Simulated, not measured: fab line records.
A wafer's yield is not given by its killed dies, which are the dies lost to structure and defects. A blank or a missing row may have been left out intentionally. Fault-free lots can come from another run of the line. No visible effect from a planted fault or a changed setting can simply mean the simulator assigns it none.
Which tool did it? :: flow gf180mcu :: 7 lots, 21 wafers sampled, at 2 steps of a route of 602

== WHAT EACH GAUGE READ, for each wafer ==
GF_MVSD_OVL_MEAS_07.
lot: L705
measured: day 5 01:51
on: overlay-02
MVSD_OVL (nm): 0.9 -0.1 0.0

lot: L708
measured: day 5 11:17
on: overlay-01
MVSD_OVL (nm): -0.9 -1.5 -0.4

lot: L721
measured: day 8 18:55
on: overlay-01
MVSD_OVL (nm): 1.6 1.1 2.2

lot: L723
measured: day 9 05:40
on: overlay-02
MVSD_OVL (nm): 0.9 0.5 -1.8

lot: L725
measured: day 9 15:14
on: overlay-01
MVSD_OVL (nm): 1.8 0.1 0.3

lot: L727
measured: day 9 22:37
on: overlay-02
MVSD_OVL (nm): -1.1 -0.6 -2.8

== EACH LOT AND THE TOOL THAT RAN IT (in order: tool; ch and the chambers of the sampled wafers; start) ==
lot: L705
GF_STI_OXIDATION_21: furnace-01 ch 0, day 2 10:13

lot: L708
GF_STI_OXIDATION_21: furnace-01 ch 0, day 3 01:28

lot: L714
GF_STI_OXIDATION_21: furnace-02, day 4 06:15

lot: L721
GF_STI_OXIDATION_21: furnace-02 ch 0, day 5 21:58

lot: L723
GF_STI_OXIDATION_21: furnace-02 ch 0, day 6 08:24

lot: L725
GF_STI_OXIDATION_21: furnace-02 ch 0, day 6 14:29

lot: L727
GF_STI_OXIDATION_21: furnace-01 ch 0, day 6 23:44
- GF_STI_OXIDATION_21: stabilise 600 s, purge 300 s, target thk 15 nm.

== THE ANSWER, worked out from the rows above alone ==
Rule: what is usual is taken from the lots themselves. The widest of any qualifying gaps counts: lots, ordered by their means at a reading, are off when they make up no more than a third of the lots, leave a main group of 4 or more, and stand apart from it by 3 or more times the standard deviation of that group's means. Not used: any main group whose means are identical at the precision the tables above print for the reading. A lot without any number at a reading at which 4 lots or more have one is off too. Where the step has rows for the other lots, those lots are counted as sound.
Nothing can be told from this: no lot is off at any reading shown.

== WHAT THE SIMULATOR PUT IN ==
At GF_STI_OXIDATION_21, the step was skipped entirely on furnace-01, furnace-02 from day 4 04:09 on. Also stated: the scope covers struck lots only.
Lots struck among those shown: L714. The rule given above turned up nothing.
